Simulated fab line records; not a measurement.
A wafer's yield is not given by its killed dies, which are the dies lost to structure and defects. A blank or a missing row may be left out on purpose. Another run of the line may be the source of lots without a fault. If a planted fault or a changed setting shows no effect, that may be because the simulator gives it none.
Matching of chambers || flow gf180mcu || GF_V1_CMP_26 on cmp-01 has 4 sister chambers
The step polishes, stops on SiO2, t overpolish 15 s, target thk 0 nm. 16 wafers are shown with their chamber, then 8 later ones without.

WAFERS PAIRED WITH THEIR CHAMBERS
{"wafer": "L113.2", "chamber": 3, "motor current A (A)": 9.4, "time to endpoint s (s)": 82, "overpolish run s (s)": 14.994}
{"wafer": "L113.3", "chamber": 1, "motor current A (A)": 9.9, "time to endpoint s (s)": 95, "overpolish run s (s)": 15.001}
{"wafer": "L113.6", "chamber": 1, "motor current A (A)": 10.0, "time to endpoint s (s)": 95, "overpolish run s (s)": 15.009}
{"wafer": "L116.1", "chamber": 3, "motor current A (A)": 9.2, "time to endpoint s (s)": 81, "overpolish run s (s)": 15.000}
{"wafer": "L116.3", "chamber": 1, "motor current A (A)": 9.8, "time to endpoint s (s)": 97, "overpolish run s (s)": 15.005}
{"wafer": "L116.4", "chamber": 0, "motor current A (A)": 13.7, "time to endpoint s (s)": 84, "overpolish run s (s)": 15.015}
{"wafer": "L121.1", "chamber": 0, "motor current A (A)": 12.5, "time to endpoint s (s)": 85, "overpolish run s (s)": 15.000}
{"wafer": "L121.2", "chamber": 2, "motor current A (A)": 10.6, "time to endpoint s (s)": 85, "overpolish run s (s)": 14.995}
{"wafer": "L121.5", "chamber": 0, "motor current A (A)": 13.2, "time to endpoint s (s)": 84, "overpolish run s (s)": 14.999}
{"wafer": "L122.1", "chamber": 0, "motor current A (A)": 12.7, "time to endpoint s (s)": 87, "overpolish run s (s)": 14.995}
{"wafer": "L122.4", "chamber": 2, "motor current A (A)": 10.7, "time to endpoint s (s)": 88, "overpolish run s (s)": 14.992}
{"wafer": "L122.5", "chamber": 1, "motor current A (A)": 10.3, "time to endpoint s (s)": 95, "overpolish run s (s)": 14.988}
{"wafer": "L124.2", "chamber": 2, "motor current A (A)": 10.4, "time to endpoint s (s)": 86, "overpolish run s (s)": 15.006}
{"wafer": "L124.3", "chamber": 0, "motor current A (A)": 12.5, "time to endpoint s (s)": 85, "overpolish run s (s)": 14.996}
{"wafer": "L124.6", "chamber": 1, "motor current A (A)": 9.5, "time to endpoint s (s)": 92, "overpolish run s (s)": 15.002}
{"wafer": "L125.2", "chamber": 2, "motor current A (A)": 10.7, "time to endpoint s (s)": 89, "overpolish run s (s)": 15.001}

SIGNATURES (means of the wafers above)
{"reading": "motor current A", "chamber 0": 12.920, "chamber 1": 9.900, "chamber 2": 10.600, "chamber 3": 9.300, "scatter within a chamber": 0.354}
{"reading": "time to endpoint s", "chamber 0": 85.00, "chamber 1": 94.80, "chamber 2": 87.00, "chamber 3": 81.50, "scatter within a chamber": 1.56}
{"reading": "overpolish run s", "chamber 0": 15.00100, "chamber 1": 15.00100, "chamber 2": 14.99850, "chamber 3": 14.99700, "scatter within a chamber": 0.00734}
Rule: a wafer's distance from a chamber is the root of the sum, over the readings, of the square of ((its reading less the chamber's mean) divided by the reading's scatter). If the next closest chamber is less than 2 further off than the closest, the wafer can't be placed; otherwise it belongs to the closest. The scatter: take each reading less its chamber's mean, square it, sum over the shown wafers, divide by the number of wafers less the number of chambers, and take the root.

WAFERS WITHOUT THEIR CHAMBER
{"wafer": "L125.4", "motor current A (A)": 10.0, "time to endpoint s (s)": 100, "overpolish run s (s)": 14.987}
{"wafer": "L125.5", "motor current A (A)": 9.5, "time to endpoint s (s)": 87, "overpolish run s (s)": 15.010}
{"wafer": "L131.2", "motor current A (A)": 12.7, "time to endpoint s (s)": 83, "overpolish run s (s)": 14.997}
{"wafer": "L131.3", "motor current A (A)": 9.7, "time to endpoint s (s)": 94, "overpolish run s (s)": 14.984}
{"wafer": "L131.4", "motor current A (A)": 10.0, "time to endpoint s (s)": 89, "overpolish run s (s)": 15.010}
{"wafer": "L133.1", "motor current A (A)": 9.9, "time to endpoint s (s)": 95, "overpolish run s (s)": 14.983}
{"wafer": "L133.2", "motor current A (A)": 12.6, "time to endpoint s (s)": 84, "overpolish run s (s)": 15.019}
{"wafer": "L133.3", "motor current A (A)": 10.5, "time to endpoint s (s)": 85, "overpolish run s (s)": 14.994}

EACH ONE'S CHAMBER
{"wafer": "L125.4", "from the rows above": 1, "in truth": 1}
{"wafer": "L125.5", "from the rows above": "can't be placed: 2 or 3 or 1", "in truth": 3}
{"wafer": "L131.2", "from the rows above": 0, "in truth": 0}
{"wafer": "L131.3", "from the rows above": 1, "in truth": 1}
{"wafer": "L131.4", "from the rows above": "can't be placed: 2 or 1", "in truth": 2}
{"wafer": "L133.1", "from the rows above": 1, "in truth": 1}
{"wafer": "L133.2", "from the rows above": 0, "in truth": 0}
{"wafer": "L133.3", "from the rows above": 2, "in truth": 2}
6 of 8 placed correctly. These rows do not allow placing 2 (true chamber among the candidates in 2). Wrongly placed: 0.
